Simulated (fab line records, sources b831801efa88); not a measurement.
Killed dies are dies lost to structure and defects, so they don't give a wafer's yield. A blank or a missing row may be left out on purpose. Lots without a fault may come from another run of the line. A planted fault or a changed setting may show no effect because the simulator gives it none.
Problem report in the 8D (eight disciplines) form, filled by code | flow gf180mcu | the parts of the form that need people (team, actions taken, sign-off) are left out

1. THE PROBLEM
strip_time_to_endpoint_s at GF_MIM_STRIP_20 reads a mean of 12.64 s on 6 wafers of 2 lots; wafers without a fault read 11.23 s with a standard deviation of 0.032. That is +44 standard deviations from the usual mean.
The step: strips in O2/N2.
First seen on wafer L127.1, day 30 06:51, on plasma_asher-02. The record holds 33 wafers of 11 lots with a number at this step. Rule for "out", or "out of limits": more than 4 standard deviations from the usual mean. The other wafers with a number count as sound.

2. WHAT IT IS AND WHAT IT IS NOT
question                    | is                       | is not
which readings at this step | strip_time_to_endpoint_s | drypump_motor_current_A, heater_power_w
which lots                  | L127, L128               | L112, L114, L116, L118, L120, L132, L133, L134, L135
which wafers of those lots  | all that have a number   | -
read on which tools         | plasma_asher-02          | plasma_asher-03, plasma_asher-04
when                        | from day 30 06:51        | up to then (15 sound wafers); but 12 sound wafers of L132, L133, L134, L135 came after

3. SUSPECTS, AND WHAT RULES EACH OUT
Counting: a tool at a process step up to the reading stays a suspect if it ran every lot that is out and no sound lot after the first of them.
- pvd_sputter-04 at GF_M4_SPUTTER_02 (material AlCu, target thk 450 nm, time 23.9 s): ruled out as a lasting fault. Sound lots L133, L134 ran on it after its first lot that is out, L127 (day 27 18:31).
- rie_metal-03 at GF_MIM_METAL_ETCH_19 (etches the open film in Cl2/BCl3, stops on Si3N4, target depth 324.5 nm, time 54.1 s): ruled out as a lasting fault. Sound lots L134 ran on it after its first lot that is out, L127 (day 30 06:47).
- plasma_asher-02 at GF_MIM_STRIP_20 (strips in O2/N2): ruled out as a lasting fault. Sound lots L133 ran on it after its first lot that is out, L127 (day 30 06:51).
Left after counting: nothing in the record.

4. THE CAUSE (what the simulator had put in)
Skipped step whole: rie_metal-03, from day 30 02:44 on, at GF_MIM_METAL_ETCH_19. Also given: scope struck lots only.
Counting ruled it out, wrongly: the rule takes a fault to strike every lot that its tool runs from its start on, and this one did not.

5. THE CHAIN OF EFFECTS, in route order
Each row: a reading whose mean over the struck wafers that have a number lies more than 3 standard deviations from the usual. Only readings for which the record gives a usual standard deviation are gone through. hours: the time from each lot's start at the first step in this table that gives one to its start at this step, as a median over the lots. sigmas: the change in usual standard deviations.
hours | step                    | reading                  | usual      | on struck wafers | change | sigmas
0     | GF_MIM_STRIP_20         | oes_product_au           | 0.692 a.u. | 0.716            | +0.024 | +5.5
0     | GF_MIM_STRIP_20         | strip_time_to_endpoint_s | 11.23 s    | 12.64            | +1.41  | +44
74    | GF_PASSIVATION_PROBE_99 | defect_limited_yield     | 90.4 %     | 0.0              | -90.4  | -60
74    | GF_PASSIVATION_PROBE_99 | killed_at_other          | 0.0        | 440.0            | +440.0 | +99 or more
74    | GF_PASSIVATION_PROBE_99 | killed_dies              | 47         | 492              | +445   | +61
74    | GF_PASSIVATION_PROBE_99 | killed_on_rim            | 9.4        | 96.0             | +86.6  | +30
74    | GF_PASSIVATION_PROBE_99 | sort_bin_5_function      | 5.5 %      | 95.2             | +89.7  | +82
74    | GF_PASSIVATION_PROBE_99 | sort_n_pass              | 445        | 0                | -445   | -61
74    | GF_PASSIVATION_PROBE_99 | sort_yield_pct           | 90.4 %     | 0.0              | -90.4  | -60
The process steps in it:
- GF_MIM_STRIP_20: strips in O2/N2.
- GF_PASSIVATION_PROBE_99
Readings that are blank on the struck wafers while sound wafers have them: bcl3_flow_sccm at GF_MIM_METAL_ETCH_19; bias_w at GF_MIM_METAL_ETCH_19; drypump_motor_current_A at GF_MIM_METAL_ETCH_19; he_backside_leak_sccm at GF_MIM_METAL_ETCH_19; oes_product_au at GF_MIM_METAL_ETCH_19; throttle_valve_pct at GF_MIM_METAL_ETCH_19.

6. WHAT WOULD HAVE CAUGHT IT SOONER
In this record the first reading out of limits was taken at day 30 06:51, 4 hours after the fault began at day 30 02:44.
At GF_MIM_METAL_ETCH_19 the tool's readings are blank on the struck wafers, where sound wafers have them: an empty tool record is the first sign, and it was there at once.
